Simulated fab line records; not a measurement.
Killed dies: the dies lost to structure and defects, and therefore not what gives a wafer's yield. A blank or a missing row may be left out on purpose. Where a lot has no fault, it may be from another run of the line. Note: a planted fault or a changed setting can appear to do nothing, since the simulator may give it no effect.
Which tool is to blame? -- flow gf180mcu -- 13 lots with 39 wafers sampled at 2 steps, on a route of 602 steps

WHAT EACH GAUGE READ, for each wafer
GF_DNWELL_TW_MEAS_09. Usual: DNWELL_TW 1341, standard deviation 9.
lot,measured,on,DNWELL_TW,flag
L463,day 3 00:44,film metro-03,1338 1337 1332,
L464,day 3 04:10,film metro-01,1334 1327 1334,
L467,day 3 20:12,film metro-03,1343 1335 1342,
L468,day 4 02:18,film metro-01,1333 1334 1337,
L469,day 4 08:14,film metro-04,1331 1332 1326,
L471,day 4 18:04,film metro-04,1320 1327 1323,
L472,day 4 23:45,film metro-03,1346 1342 1350,
L473,day 5 05:36,film metro-03,1334 1344 1331,
L474,day 5 09:38,film metro-01,1345 1348 1347,
L475,day 5 15:25,film metro-04,1352 1345 1339,
L477,day 6 03:03,film metro-01,1355 1352 1360,
L481,day 6 23:01,film metro-01,1352 1337 1342,
L482,day 7 04:35,film metro-04,1340 1331 1339,

WHICH TOOL RAN EACH LOT (tool, then ch and the chambers of the sampled wafers, then the start)
lot,GF_STI_ETCH_14
L463,"rie si-01 ch 1,3, day 2 06:44"
L464,"rie si-01 ch 0,3, day 2 11:18"
L467,"rie si-01 ch 0,2,3, day 3 02:48"
L468,"rie si-02 ch 1,2,3, day 3 07:34"
L469,"rie si-02 ch 0,1,2, day 3 13:02"
L471,"rie si-01 ch 1,2,3, day 3 23:30"
L472,"rie si-01 ch 1,3, day 4 05:39"
L473,"rie si-01 ch 0,1, day 4 10:37"
L474,"rie si-02 ch 1,2,3, day 4 14:53"
L475,"rie si-01 ch 1,2, day 4 19:34"
L477,"rie si-01 ch 0,2, day 5 07:23"
L481,"rie si-02 ch 0,2,3, day 6 02:54"
L482,"rie si-02 ch 0,1,2, day 6 08:20"
- GF_STI_ETCH_14: etches Si in HBr/Cl2/O2, target depth 360 nm, time 102.9 s.

AS READ BY THE TOOLS THEMSELVES (means over the sampled wafers that have a number; for cases with no such wafer, the mark the record gives instead)
GF_STI_ETCH_14. Usual: O2_flow_sccm 5.998 sccm, standard deviation 0.017; drypump motor current A 5.7 A, standard deviation 0.32; mfc cl2 sccm 40.00 sccm, standard deviation 0.12; oes product au 0.997 a.u., standard deviation 0.0067; throttle valve pct 25.657 %, standard deviation 0.011.
lot,tool,O2_flow_sccm (sccm),drypump motor current A (A),mfc cl2 sccm (sccm),oes product au (a.u.),throttle valve pct (%),flag
L463,rie si-01,6.003,5.9,40.11,0.997,25.655,
L464,rie si-01,6.017,5.7,40.01,0.995,25.664,
L467,rie si-01,5.980,5.7,39.94,0.998,25.661,
L468,rie si-02,6.002,5.6,39.99,0.996,25.658,
L469,rie si-02,6.004,5.8,40.02,1.004,25.651,
L471,rie si-01,5.997,6.0,39.96,0.994,25.655,
L472,rie si-01,6.006,5.9,40.10,0.983,25.675,
L473,rie si-01,5.999,5.6,40.06,0.997,25.652,
L474,rie si-02,6.010,5.6,39.99,0.996,25.665,
L475,rie si-01,5.986,5.9,39.95,0.995,25.672,
L477,rie si-01,6.001,5.4,40.06,1.008,25.645,
L481,rie si-02,6.001,5.7,39.93,0.999,25.660,
L482,rie si-02,5.973,5.8,39.99,0.995,25.663,

THE ANSWER, worked out from the rows above alone
Rule: take the mean of a lot's wafers that have a number; if it is more than 3 standard deviations from the usual mean, the lot is off. A lot without any number at a reading at which 4 lots or more have one is off too. The other lots that the step has rows for count as sound. Order of review: gauges by route order, followed by the tools' own readings, for which a lot's mean as printed above is used. At the first step where some lot is off, the reading lying furthest off is the one used; lots without a number count as furthest.
Across all readings shown, no lot is off: no conclusion can be drawn from this.

WHAT WAS PUT IN BY THE SIMULATOR
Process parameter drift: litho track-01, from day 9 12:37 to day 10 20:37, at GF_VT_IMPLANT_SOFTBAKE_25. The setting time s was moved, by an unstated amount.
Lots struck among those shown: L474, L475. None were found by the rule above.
